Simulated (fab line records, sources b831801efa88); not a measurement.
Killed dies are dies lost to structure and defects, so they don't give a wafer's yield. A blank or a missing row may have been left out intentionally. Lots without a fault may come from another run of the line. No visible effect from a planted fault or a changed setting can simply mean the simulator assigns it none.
Which tool did it? / flow sky130 / 24 lots, 72 wafers sampled, at 5 steps of a route of 708

== WHAT THE GAUGES SHOWED, per wafer ==
SKY_METAL2_CD_MEAS_15 targets a cd of 140 nm. Usual: cd-nm 140.0 nm, standard deviation 1.7.
lot=L074; measured=day 34 22:37; on=cd-sem-01; cd-nm (nm)=142.7 142.9 142.6; flag=
lot=L075; measured=day 36 07:08; on=cd-sem-02; cd-nm (nm)=139.1 137.4 138.3; flag=
lot=L076; measured=day 36 08:16; on=cd-sem-02; cd-nm (nm)=139.6 140.2 140.1; flag=
lot=L077; measured=day 36 08:19; on=cd-sem-01; cd-nm (nm)=141.7 141.6 140.6; flag=
lot=L079; measured=day 36 09:40; on=cd-sem-01; cd-nm (nm)=139.6 139.0 139.1; flag=
lot=L078; measured=day 36 14:05; on=cd-sem-02; cd-nm (nm)=140.0 140.4 139.9; flag=
lot=L080; measured=day 36 22:30; on=cd-sem-01; cd-nm (nm)=139.4 139.1 138.3; flag=
lot=L081; measured=day 37 11:34; on=cd-sem-02; cd-nm (nm)=139.6 139.2 138.0; flag=
lot=L082; measured=day 37 21:32; on=cd-sem-01; cd-nm (nm)=140.3 140.5 141.7; flag=
lot=L084; measured=day 38 00:19; on=cd-sem-02; cd-nm (nm)=140.7 140.2 139.8; flag=
lot=L083; measured=day 38 04:13; on=cd-sem-02; cd-nm (nm)=140.5 142.4 139.7; flag=
lot=L085; measured=day 38 06:07; on=cd-sem-02; cd-nm (nm)=138.1 140.3 138.6; flag=
lot=L086; measured=day 38 22:02; on=cd-sem-01; cd-nm (nm)=135.9 135.6 137.0; flag=
lot=L087; measured=day 39 07:48; on=cd-sem-02; cd-nm (nm)=141.3 140.9 140.5; flag=
lot=L088; measured=day 39 10:20; on=cd-sem-01; cd-nm (nm)=140.6 140.8 140.5; flag=
lot=L089; measured=day 39 17:56; on=cd-sem-01; cd-nm (nm)=140.1 141.1 141.6; flag=
lot=L090; measured=day 40 03:52; on=cd-sem-01; cd-nm (nm)=139.0 140.7 141.1; flag=
lot=L091; measured=day 40 06:36; on=cd-sem-01; cd-nm (nm)=139.7 139.8 140.0; flag=
lot=L092; measured=day 40 11:52; on=cd-sem-01; cd-nm (nm)=138.5 138.4 137.3; flag=
lot=L093; measured=day 41 01:25; on=cd-sem-02; cd-nm (nm)=142.2 142.1 142.9; flag=
lot=L094; measured=day 41 12:43; on=cd-sem-01; cd-nm (nm)=140.9 143.2 141.3; flag=
lot=L095; measured=day 42 05:22; on=cd-sem-01; cd-nm (nm)=136.0 137.8 136.6; flag=
lot=L097; measured=day 43 05:56; on=cd-sem-02; cd-nm (nm)=138.1 139.2 139.2; flag=
lot=L096; measured=day 43 06:16; on=cd-sem-01; cd-nm (nm)=141.0 142.5 142.3; flag=

SKY_VIA2_THK_MEAS_23: measures by xrf. Usual: VIA2_W_THK 430 nm, standard deviation 7.7.
lot=L074; measured=day 36 04:11; on=film-metro-01; VIA2_W_THK (nm)=428 436 440; flag=
lot=L075; measured=day 37 12:11; on=film-metro-03; VIA2_W_THK (nm)=427 422 422; flag=
lot=L076; measured=day 37 13:11; on=film-metro-03; VIA2_W_THK (nm)=426 420 433; flag=
lot=L077; measured=day 37 13:34; on=film-metro-01; VIA2_W_THK (nm)=425 428 422; flag=
lot=L079; measured=day 37 14:17; on=film-metro-03; VIA2_W_THK (nm)=415 429 416; flag=
lot=L078; measured=day 37 19:05; on=film-metro-02; VIA2_W_THK (nm)=429 429 432; flag=
lot=L080; measured=day 38 02:48; on=film-metro-02; VIA2_W_THK (nm)=443 431 440; flag=
lot=L081; measured=day 38 15:10; on=film-metro-03; VIA2_W_THK (nm)=433 438 430; flag=
lot=L082; measured=day 39 01:32; on=film-metro-02; VIA2_W_THK (nm)=434 441 441; flag=
lot=L084; measured=day 39 04:05; on=film-metro-01; VIA2_W_THK (nm)=427 419 427; flag=
lot=L083; measured=day 39 07:50; on=film-metro-03; VIA2_W_THK (nm)=424 431 434; flag=
lot=L085; measured=day 39 09:56; on=film-metro-01; VIA2_W_THK (nm)=414 437 426; flag=
lot=L086; measured=day 40 02:26; on=film-metro-03; VIA2_W_THK (nm)=429 437 430; flag=
lot=L087; measured=day 40 11:17; on=film-metro-02; VIA2_W_THK (nm)=429 438 439; flag=
lot=L088; measured=day 40 13:23; on=film-metro-02; VIA2_W_THK (nm)=429 442 434; flag=
lot=L089; measured=day 40 21:03; on=film-metro-03; VIA2_W_THK (nm)=430 429 429; flag=
lot=L090; measured=day 41 06:20; on=film-metro-03; VIA2_W_THK (nm)=425 428 440; flag=
lot=L091; measured=day 41 08:03; on=film-metro-01; VIA2_W_THK (nm)=433 436 428; flag=
lot=L092; measured=day 41 12:38; on=film-metro-03; VIA2_W_THK (nm)=432 431 425; flag=
lot=L093; measured=day 42 08:22; on=film-metro-02; VIA2_W_THK (nm)=434 448 439; flag=
lot=L094; measured=day 42 15:23; on=film-metro-01; VIA2_W_THK (nm)=426 435 439; flag=
lot=L095; measured=day 43 06:59; on=film-metro-01; VIA2_W_THK (nm)=431 433 425; flag=
lot=L097; measured=day 44 06:47; on=film-metro-03; VIA2_W_THK (nm)=426 418 421; flag=
lot=L096; measured=day 44 07:08; on=film-metro-01; VIA2_W_THK (nm)=431 428 440; flag=

== TOOL THAT RAN EACH LOT (tool first, then ch and the chambers of the sampled wafers, then the start) ==
lot=L074; SKY_METAL2_SPUTTER_00=pvd-sputter-02, day 33 19:58; SKY_METAL2_SPUTTER_03=pvd-sputter-02, day 33 20:02; SKY_METAL2_STRIP_20=plasma-asher-01 ch 0,1, day 34 23:08
lot=L075; SKY_METAL2_SPUTTER_00=pvd-sputter-03, day 35 04:33; SKY_METAL2_SPUTTER_03=pvd-sputter-03, day 35 04:37; SKY_METAL2_STRIP_20=plasma-asher-03 ch 1, day 36 07:27
lot=L076; SKY_METAL2_SPUTTER_00=pvd-sputter-02, day 35 05:19; SKY_METAL2_SPUTTER_03=pvd-sputter-02, day 35 05:23; SKY_METAL2_STRIP_20=plasma-asher-04 ch 0,1, day 36 08:36
lot=L077; SKY_METAL2_SPUTTER_00=pvd-sputter-04, day 35 05:39; SKY_METAL2_SPUTTER_03=pvd-sputter-04, day 35 05:43; SKY_METAL2_STRIP_20=plasma-asher-03 ch 0,1, day 36 08:40
lot=L079; SKY_METAL2_SPUTTER_00=pvd-sputter-02, day 35 08:11; SKY_METAL2_SPUTTER_03=pvd-sputter-02, day 35 08:16; SKY_METAL2_STRIP_20=plasma-asher-01 ch 0,1, day 36 09:59
lot=L078; SKY_METAL2_SPUTTER_00=pvd-sputter-04, day 35 11:29; SKY_METAL2_SPUTTER_03=pvd-sputter-04, day 35 11:34; SKY_METAL2_STRIP_20=plasma-asher-01 ch 0,1, day 36 14:24
lot=L080; SKY_METAL2_SPUTTER_00=pvd-sputter-04, day 35 20:59; SKY_METAL2_SPUTTER_03=pvd-sputter-04, day 35 21:03; SKY_METAL2_STRIP_20=plasma-asher-04 ch 0,1, day 36 23:01
lot=L081; SKY_METAL2_SPUTTER_00=pvd-sputter-04, day 36 08:53; SKY_METAL2_SPUTTER_03=pvd-sputter-04, day 36 08:58; SKY_METAL2_STRIP_20=plasma-asher-01 ch 1, day 37 11:54
lot=L082; SKY_METAL2_SPUTTER_00=pvd-sputter-02, day 36 18:44; SKY_METAL2_SPUTTER_03=pvd-sputter-02, day 36 18:49; SKY_METAL2_STRIP_20=plasma-asher-04 ch 0, day 37 21:52
lot=L084; SKY_METAL2_SPUTTER_00=pvd-sputter-04, day 36 22:32; SKY_METAL2_SPUTTER_03=pvd-sputter-04, day 36 22:37; SKY_METAL2_STRIP_20=plasma-asher-04 ch 0,1, day 38 00:39
lot=L083; SKY_METAL2_SPUTTER_00=pvd-sputter-02, day 37 02:04; SKY_METAL2_SPUTTER_03=pvd-sputter-02, day 37 02:08; SKY_METAL2_STRIP_20=plasma-asher-01 ch 0,1, day 38 04:33
lot=L085; SKY_METAL2_SPUTTER_00=pvd-sputter-04, day 37 04:01; SKY_METAL2_SPUTTER_03=pvd-sputter-04, day 37 04:05; SKY_METAL2_STRIP_20=plasma-asher-04 ch 0,1, day 38 06:28
lot=L086; SKY_METAL2_SPUTTER_00=pvd-sputter-02, day 37 21:02; SKY_METAL2_SPUTTER_03=pvd-sputter-02, day 37 21:07; SKY_METAL2_STRIP_20=plasma-asher-01 ch 0,1, day 38 22:32
lot=L087; SKY_METAL2_SPUTTER_00=pvd-sputter-03, day 38 06:58; SKY_METAL2_SPUTTER_03=pvd-sputter-03, day 38 07:02; SKY_METAL2_STRIP_20=plasma-asher-03 ch 0,1, day 39 08:08
lot=L088; SKY_METAL2_SPUTTER_00=pvd-sputter-04, day 38 08:59; SKY_METAL2_SPUTTER_03=pvd-sputter-04, day 38 09:04; SKY_METAL2_STRIP_20=plasma-asher-04 ch 0,1, day 39 10:41
lot=L089; SKY_METAL2_SPUTTER_00=pvd-sputter-04, day 38 16:47; SKY_METAL2_SPUTTER_03=pvd-sputter-04, day 38 16:51; SKY_METAL2_STRIP_20=plasma-asher-01 ch 0,1, day 39 18:15
lot=L090; SKY_METAL2_SPUTTER_00=pvd-sputter-03, day 39 03:08; SKY_METAL2_SPUTTER_03=pvd-sputter-03, day 39 03:13; SKY_METAL2_STRIP_20=plasma-asher-04 ch 0,1, day 40 04:13
lot=L091; SKY_METAL2_SPUTTER_00=pvd-sputter-03, day 39 06:29; SKY_METAL2_SPUTTER_03=pvd-sputter-03, day 39 06:33; SKY_METAL2_STRIP_20=plasma-asher-04 ch 0,1, day 40 06:56
lot=L092; SKY_METAL2_SPUTTER_00=pvd-sputter-02, day 39 11:41; SKY_METAL2_SPUTTER_03=pvd-sputter-02, day 39 11:46; SKY_METAL2_STRIP_20=plasma-asher-04 ch 0,1, day 40 12:12
lot=L093; SKY_METAL2_SPUTTER_00=pvd-sputter-04, day 40 01:05; SKY_METAL2_SPUTTER_03=pvd-sputter-04, day 40 01:10; SKY_METAL2_STRIP_20=plasma-asher-01 ch 0,1, day 41 01:45
lot=L094; SKY_METAL2_SPUTTER_00=pvd-sputter-04, day 40 14:10; SKY_METAL2_SPUTTER_03=pvd-sputter-04, day 40 14:14; SKY_METAL2_STRIP_20=plasma-asher-01 ch 0,1, day 41 13:14
lot=L095; SKY_METAL2_SPUTTER_00=pvd-sputter-04, day 41 06:19; SKY_METAL2_SPUTTER_03=pvd-sputter-04, day 41 06:23; SKY_METAL2_STRIP_20=plasma-asher-01 ch 0,1, day 42 05:42
lot=L097; SKY_METAL2_SPUTTER_00=pvd-sputter-04, day 42 07:11; SKY_METAL2_SPUTTER_03=pvd-sputter-04, day 42 07:16; SKY_METAL2_STRIP_20=plasma-asher-03 ch 0,1, day 43 06:16
lot=L096; SKY_METAL2_SPUTTER_00=pvd-sputter-02, day 42 07:41; SKY_METAL2_SPUTTER_03=pvd-sputter-02, day 42 07:46; SKY_METAL2_STRIP_20=plasma-asher-03 ch 0,1, day 43 06:37
- SKY_METAL2_SPUTTER_00: material Ti, target thk 15 nm, time 10 s.
- SKY_METAL2_SPUTTER_03: material Ti, target thk 5 nm, time 3.3 s.
- SKY_METAL2_STRIP_20: strips in O2/N2.

== AS READ BY THE TOOLS THEMSELVES (means over the sampled wafers that have a number; for cases with no such wafer, the mark the record gives instead) ==
SKY_METAL2_SPUTTER_00. Usual: throttle-valve-pct 30.0 %, standard deviation 1.1.
lot=L074; tool=pvd-sputter-02; throttle-valve-pct (%)=30.8; flag=
lot=L075; tool=pvd-sputter-03; throttle-valve-pct (%)=29.6; flag=
lot=L076; tool=pvd-sputter-02; throttle-valve-pct (%)=30.8; flag=
lot=L077; tool=pvd-sputter-04; throttle-valve-pct (%)=29.2; flag=
lot=L079; tool=pvd-sputter-02; throttle-valve-pct (%)=30.4; flag=
lot=L078; tool=pvd-sputter-04; throttle-valve-pct (%)=29.6; flag=
lot=L080; tool=pvd-sputter-04; throttle-valve-pct (%)=28.6; flag=
lot=L081; tool=pvd-sputter-04; throttle-valve-pct (%)=29.7; flag=
lot=L082; tool=pvd-sputter-02; throttle-valve-pct (%)=29.7; flag=
lot=L084; tool=pvd-sputter-04; throttle-valve-pct (%)=30.2; flag=
lot=L083; tool=pvd-sputter-02; throttle-valve-pct (%)=30.2; flag=
lot=L085; tool=pvd-sputter-04; throttle-valve-pct (%)=30.2; flag=
lot=L086; tool=pvd-sputter-02; throttle-valve-pct (%)=29.7; flag=
lot=L087; tool=pvd-sputter-03; throttle-valve-pct (%)=30.3; flag=
lot=L088; tool=pvd-sputter-04; throttle-valve-pct (%)=29.6; flag=
lot=L089; tool=pvd-sputter-04; throttle-valve-pct (%)=29.2; flag=
lot=L090; tool=pvd-sputter-03; throttle-valve-pct (%)=29.8; flag=
lot=L091; tool=pvd-sputter-03; throttle-valve-pct (%)=29.9; flag=
lot=L092; tool=pvd-sputter-02; throttle-valve-pct (%)=30.4; flag=
lot=L093; tool=pvd-sputter-04; throttle-valve-pct (%)=30.4; flag=
lot=L094; tool=pvd-sputter-04; throttle-valve-pct (%)=29.5; flag=
lot=L095; tool=pvd-sputter-04; throttle-valve-pct (%)=29.8; flag=
lot=L097; tool=pvd-sputter-04; throttle-valve-pct (%)=29.8; flag=
lot=L096; tool=pvd-sputter-02; throttle-valve-pct (%)=30.0; flag=

SKY_METAL2_SPUTTER_03. Usual: throttle-valve-pct 30.0 %, standard deviation 1.1.
lot=L074; tool=pvd-sputter-02; throttle-valve-pct (%)=30.9; flag=
lot=L075; tool=pvd-sputter-03; throttle-valve-pct (%)=29.7; flag=
lot=L076; tool=pvd-sputter-02; throttle-valve-pct (%)=30.8; flag=
lot=L077; tool=pvd-sputter-04; throttle-valve-pct (%)=29.2; flag=
lot=L079; tool=pvd-sputter-02; throttle-valve-pct (%)=30.3; flag=
lot=L078; tool=pvd-sputter-04; throttle-valve-pct (%)=30.0; flag=
lot=L080; tool=pvd-sputter-04; throttle-valve-pct (%)=28.5; flag=
lot=L081; tool=pvd-sputter-04; throttle-valve-pct (%)=29.7; flag=
lot=L082; tool=pvd-sputter-02; throttle-valve-pct (%)=29.8; flag=
lot=L084; tool=pvd-sputter-04; throttle-valve-pct (%)=30.3; flag=
lot=L083; tool=pvd-sputter-02; throttle-valve-pct (%)=30.2; flag=
lot=L085; tool=pvd-sputter-04; throttle-valve-pct (%)=30.4; flag=
lot=L086; tool=pvd-sputter-02; throttle-valve-pct (%)=29.9; flag=
lot=L087; tool=pvd-sputter-03; throttle-valve-pct (%)=30.2; flag=
lot=L088; tool=pvd-sputter-04; throttle-valve-pct (%)=29.7; flag=
lot=L089; tool=pvd-sputter-04; throttle-valve-pct (%)=29.2; flag=
lot=L090; tool=pvd-sputter-03; throttle-valve-pct (%)=29.9; flag=
lot=L091; tool=pvd-sputter-03; throttle-valve-pct (%)=29.8; flag=
lot=L092; tool=pvd-sputter-02; throttle-valve-pct (%)=30.2; flag=
lot=L093; tool=pvd-sputter-04; throttle-valve-pct (%)=30.4; flag=
lot=L094; tool=pvd-sputter-04; throttle-valve-pct (%)=29.7; flag=
lot=L095; tool=pvd-sputter-04; throttle-valve-pct (%)=29.6; flag=
lot=L097; tool=pvd-sputter-04; throttle-valve-pct (%)=29.6; flag=
lot=L096; tool=pvd-sputter-02; throttle-valve-pct (%)=30.2; flag=

SKY_METAL2_STRIP_20. Usual: drypump-motor-current-A 6.0 A, standard deviation 0.38; oes-product-au 0.343 a.u., standard deviation 0.0048; strip-time-to-endpoint-s 2.70 s, standard deviation 0.043.
lot=L074; tool=plasma-asher-01; drypump-motor-current-A (A)=5.8; oes-product-au (a.u.)=0.345; strip-time-to-endpoint-s (s)=2.67; flag=
lot=L075; tool=plasma-asher-03; drypump-motor-current-A (A)=5.5; oes-product-au (a.u.)=0.342; strip-time-to-endpoint-s (s)=2.70; flag=
lot=L076; tool=plasma-asher-04; drypump-motor-current-A (A)=6.3; oes-product-au (a.u.)=0.345; strip-time-to-endpoint-s (s)=2.73; flag=
lot=L077; tool=plasma-asher-03; drypump-motor-current-A (A)=5.8; oes-product-au (a.u.)=0.340; strip-time-to-endpoint-s (s)=2.65; flag=
lot=L079; tool=plasma-asher-01; drypump-motor-current-A (A)=5.8; oes-product-au (a.u.)=0.349; strip-time-to-endpoint-s (s)=2.78; flag=
lot=L078; tool=plasma-asher-01; drypump-motor-current-A (A)=5.8; oes-product-au (a.u.)=0.344; strip-time-to-endpoint-s (s)=2.77; flag=
lot=L080; tool=plasma-asher-04; drypump-motor-current-A (A)=6.2; oes-product-au (a.u.)=0.345; strip-time-to-endpoint-s (s)=2.73; flag=
lot=L081; tool=plasma-asher-01; drypump-motor-current-A (A)=5.9; oes-product-au (a.u.)=0.339; strip-time-to-endpoint-s (s)=2.67; flag=
lot=L082; tool=plasma-asher-04; drypump-motor-current-A (A)=6.5; oes-product-au (a.u.)=0.343; strip-time-to-endpoint-s (s)=2.68; flag=
lot=L084; tool=plasma-asher-04; drypump-motor-current-A (A)=6.2; oes-product-au (a.u.)=0.341; strip-time-to-endpoint-s (s)=2.71; flag=
lot=L083; tool=plasma-asher-01; drypump-motor-current-A (A)=5.8; oes-product-au (a.u.)=0.339; strip-time-to-endpoint-s (s)=2.63; flag=
lot=L085; tool=plasma-asher-04; drypump-motor-current-A (A)=6.2; oes-product-au (a.u.)=0.345; strip-time-to-endpoint-s (s)=2.77; flag=
lot=L086; tool=plasma-asher-01; drypump-motor-current-A (A)=5.7; oes-product-au (a.u.)=0.344; strip-time-to-endpoint-s (s)=2.75; flag=
lot=L087; tool=plasma-asher-03; drypump-motor-current-A (A)=6.2; oes-product-au (a.u.)=0.339; strip-time-to-endpoint-s (s)=2.69; flag=
lot=L088; tool=plasma-asher-04; drypump-motor-current-A (A)=6.2; oes-product-au (a.u.)=0.349; strip-time-to-endpoint-s (s)=2.74; flag=
lot=L089; tool=plasma-asher-01; drypump-motor-current-A (A)=5.6; oes-product-au (a.u.)=0.338; strip-time-to-endpoint-s (s)=2.66; flag=
lot=L090; tool=plasma-asher-04; drypump-motor-current-A (A)=6.3; oes-product-au (a.u.)=0.345; strip-time-to-endpoint-s (s)=2.67; flag=
lot=L091; tool=plasma-asher-04; drypump-motor-current-A (A)=6.2; oes-product-au (a.u.)=0.346; strip-time-to-endpoint-s (s)=2.64; flag=
lot=L092; tool=plasma-asher-04; drypump-motor-current-A (A)=6.3; oes-product-au (a.u.)=0.345; strip-time-to-endpoint-s (s)=2.70; flag=
lot=L093; tool=plasma-asher-01; drypump-motor-current-A (A)=5.8; oes-product-au (a.u.)=0.336; strip-time-to-endpoint-s (s)=2.65; flag=
lot=L094; tool=plasma-asher-01; drypump-motor-current-A (A)=5.7; oes-product-au (a.u.)=0.339; strip-time-to-endpoint-s (s)=2.72; flag=
lot=L095; tool=plasma-asher-01; drypump-motor-current-A (A)=5.8; oes-product-au (a.u.)=0.342; strip-time-to-endpoint-s (s)=2.68; flag=
lot=L097; tool=plasma-asher-03; drypump-motor-current-A (A)=5.8; oes-product-au (a.u.)=0.341; strip-time-to-endpoint-s (s)=2.75; flag=
lot=L096; tool=plasma-asher-03; drypump-motor-current-A (A)=5.8; oes-product-au (a.u.)=0.346; strip-time-to-endpoint-s (s)=2.72; flag=

== THE ANSWER, worked out from the rows above alone ==
Rule: lot off if the mean of its wafers having a number is beyond 3 standard deviations from the usual mean. A lot without any number at a reading at which 4 lots or more have one is off too. Any other lot the step has rows for is counted as sound. The gauges are gone through in route order, then the tools' own readings, and for those a lot's mean is taken as printed above. The first step at which some lot is off is used, and at that step the reading that is off furthest; a lot without a number counts as furthest.
Across all readings shown, no lot is off: no conclusion can be drawn from this.

== WHAT THE SIMULATOR HAD INSERTED ==
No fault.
